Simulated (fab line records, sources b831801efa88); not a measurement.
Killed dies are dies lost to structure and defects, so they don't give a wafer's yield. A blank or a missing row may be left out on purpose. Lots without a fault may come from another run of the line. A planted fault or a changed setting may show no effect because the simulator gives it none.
A struck lot beside a sound one | flow sky130 | 32 steps out of a route of 708
Sound: wafers L248.3, L248.5, L248.6. Struck: wafers L261.2, L261.6. (L261.3 of the same lot was not struck and is left out.) The cause comes at the end.
At each step with rows: each side's tool, then ch and its chambers, then its first start. Under that, the readings that differ: sound wafers | struck wafers | difference of the means | sigmas: that difference in standard deviations of wafers without a fault.
alike: readings whose means differ by less than 2 such deviations, and words and numbers that are the same on both sides. not compared: withheld readings, readings that some wafer has no value for, bounds like >300 that may hide the same value, and numbers for which the record gives no deviation and whose values overlap.
The two part at a step that has a row with sigmas, a row that says differs or no value, or rows on one side only. Numbers that don't overlap but have no deviation are shown without sigmas and don't part them. A reading that every wafer of one side lacks parts them only if that side has two wafers or more.

first, 1 step without rows for these wafers: SKY_VIA1_ETCH_15 (etches SiO2 in C4F8/O2/Ar, stops on TiN, target depth 351 nm, time 54 s).
SKY_VIA1_STRIP_16: strips in O2/N2.
  sound on plasma_asher-02 ch 0,1, day 34 04:46; struck on plasma_asher-04 ch 1, day 38 14:17
  alike: drypump_motor_current_A, oes_product_au, strip_time_to_endpoint_s
  not compared: rf_hours_counter_h
then, 4 steps without rows for these wafers: SKY_VIA1_STRIP_17 (strips in post etch residue remover, time 1200 s); SKY_VIA1_CLEAN_18 (cleans in IPA, time 180 s); SKY_VIA1_CLEAN_19 (cleans in O3/DIW); SKY_VIA1_SPUTTER_20 (material TiN, target thk 20 nm, time 80 s).
SKY_VIA1_CVD_21: deposits W, target thk 270 nm, time 80.902 s.
  sound on cvd_w-02 ch 0,1, day 34 05:25; struck on cvd_w-01 ch 0,1, day 38 14:57
  alike: heater_power_w
  not compared: since_wet_clean_h
SKY_VIA1_RS_MEAS_22: measures by four-point-probe.
  sound on film_metro-04, day 34 05:31; struck on film_metro-04, day 38 15:04
  alike: VIA1_W_RS
SKY_VIA1_THK_MEAS_23: measures by xrf.
  sound on film_metro-04, day 34 05:37; struck on film_metro-04, day 38 15:10
  alike: VIA1_W_THK
then, 2 steps without rows for these wafers: SKY_VIA1_CMP_24 (polishes, stops on SiO2, t overpolish 15 s, target thk 0 nm); SKY_METAL2_SPUTTER_00 (material Ti, target thk 15 nm, time 10 s).
SKY_METAL2_SPUTTER_01: material TiN, target thk 20 nm, time 16.7 s.
  sound on pvd_sputter-02, day 34 05:59; struck on pvd_sputter-02, day 38 15:50
  alike: cathode_dc_power_W, throttle_valve_pct
SKY_METAL2_SPUTTER_02: material AlCu, target thk 250 nm, time 13.3 s.
  sound on pvd_sputter-02, day 34 06:01; struck on pvd_sputter-02, day 38 15:51
  reading                                     | sound             | struck        | difference | sigmas
  cathode_dc_power_W (W)                      | 10598 10602 10601 | 8253.3 8250.9 | -2348.2    | -99 or more
  model.AlCu_of_METAL2_SPUTTER_02.thk_nm (nm) | 251.9 251.7 251.6 | 198.8 200.5   | -52.1      |
  alike: throttle_valve_pct
then, 1 step without rows for these wafers: SKY_METAL2_SPUTTER_03 (material Ti, target thk 5 nm, time 3.3 s).
SKY_METAL2_SPUTTER_04: material TiN, target thk 70 nm, time 58.3 s.
  sound on pvd_sputter-02, day 34 06:03; struck on pvd_sputter-02, day 38 15:54
  alike: cathode_dc_power_W, throttle_valve_pct
SKY_METAL2_RS_MEAS_05: measures by four-point-probe.
  sound on film_metro-01, day 34 06:08; struck on film_metro-03, day 38 15:58
  reading                 | sound                | struck        | difference | sigmas
  METAL2_ALCU_RS (ohm/sq) | 0.1258 0.1262 0.1262 | 0.1610 0.1593 | +0.0341    | +31
SKY_METAL2_THK_MEAS_06: measures by xrf.
  sound on film_metro-01, day 34 06:14; struck on film_metro-03, day 38 16:05
  reading              | sound             | struck      | difference | sigmas
  METAL2_ALCU_THK (nm) | 250.0 251.1 251.0 | 200.1 200.7 | -50.3      | -19
then, 8 steps without rows for these wafers: SKY_METAL2_DEHYDRATE_07 (time 60 s); SKY_METAL2_HMDS_08 (prime time 60 s); SKY_METAL2_COAT_09 (resist thk 60 nm); SKY_METAL2_COAT_10 (resist thk 450 nm); SKY_METAL2_SOFTBAKE_11 (time 90 s); SKY_METAL2_EXPOSE_12 (exposes mask MM2, target cd 140 nm); SKY_METAL2_PEB_13; SKY_METAL2_DEVELOP_14 (develop time 60 s).
SKY_METAL2_CD_MEAS_15: target cd 140 nm.
  sound on cd_sem-01, day 35 07:59; struck on cd_sem-01, day 39 16:13
  alike: cd_nm
SKY_METAL2_OVL_MEAS_16:
  sound on overlay-02, day 35 08:05; struck on overlay-01, day 39 16:19
  reading         | sound | struck | difference | sigmas
  METAL2_OVL (nm) | 9 3 0 | -10 -6 | -12        | -2
then, 2 steps without rows for these wafers: SKY_METAL2_DESCUM_17 (chemistry O2, time 8 s); SKY_METAL2_ETCH_18 (etches BARC in N2/H2, stops on SiO2, time 45.9 s, target depth 60 nm).
SKY_METAL2_METAL_ETCH_19: etches the open film in Cl2/BCl3, stops on SiO2, target depth 360 nm, time 78 s.
  sound on rie_metal-02 ch 0, day 35 08:21; struck on rie_metal-04 ch 1, day 39 16:27
  reading               | sound             | struck      | difference | sigmas
  oes_product_au (a.u.) | 0.861 0.863 0.851 | 0.817 0.823 | -0.038     | -8
  alike: drypump_motor_current_A, he_backside_leak_sccm, throttle_valve_pct
  not compared: rf_hours_counter_h
SKY_METAL2_STRIP_20: strips in O2/N2.
  sound on plasma_asher-03 ch 0,1, day 35 08:30; struck on plasma_asher-01 ch 0,1, day 39 16:32
  alike: drypump_motor_current_A, oes_product_au, strip_time_to_endpoint_s
  not compared: rf_hours_counter_h
-- the record jumps here: 10 days lie between the struck wafers' starts before and after (it left off in module METAL2 and takes up again in module PAD_OPEN, whose first step shown is number 708 of the route) --
SKY_PAD_OPEN_PROBE_99:
  sound on prober-01, day 45 21:58; struck on prober-01, day 49 06:22
  reading                      | sound                | struck      | difference | sigmas
  model.etest.met2.line_ohm_um | 0.9041 0.8918 0.9254 | 1.127 1.144 | +0.228     |
  model.etest.met2.rs_ohm_sq   | 0.1286 0.1276 0.128  | 0.1621 0.16 | +0.0330    |
  alike: defect_limited_yield, killed_at_M0_to_M3, killed_at_M4_up, killed_at_contacts, killed_at_front_end, killed_at_other, killed_dies, killed_open, killed_short, sort_bin_3_pad_short, sort_bin_5_function, sort_bin_6_memory, sort_n_pass, sort_yield_pct

WHERE THEY PART
First at SKY_METAL2_SPUTTER_02; last, within this record, at SKY_METAL2_METAL_ETCH_19. Later steps at which nothing parts them and some readings are alike: SKY_METAL2_STRIP_20, SKY_PAD_OPEN_PROBE_99.

WHY: what the simulator had put in
Process parameter drift: pvd_sputter-02, from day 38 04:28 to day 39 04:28, at SKY_METAL2_SPUTTER_02. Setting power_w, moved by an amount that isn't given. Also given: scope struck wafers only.
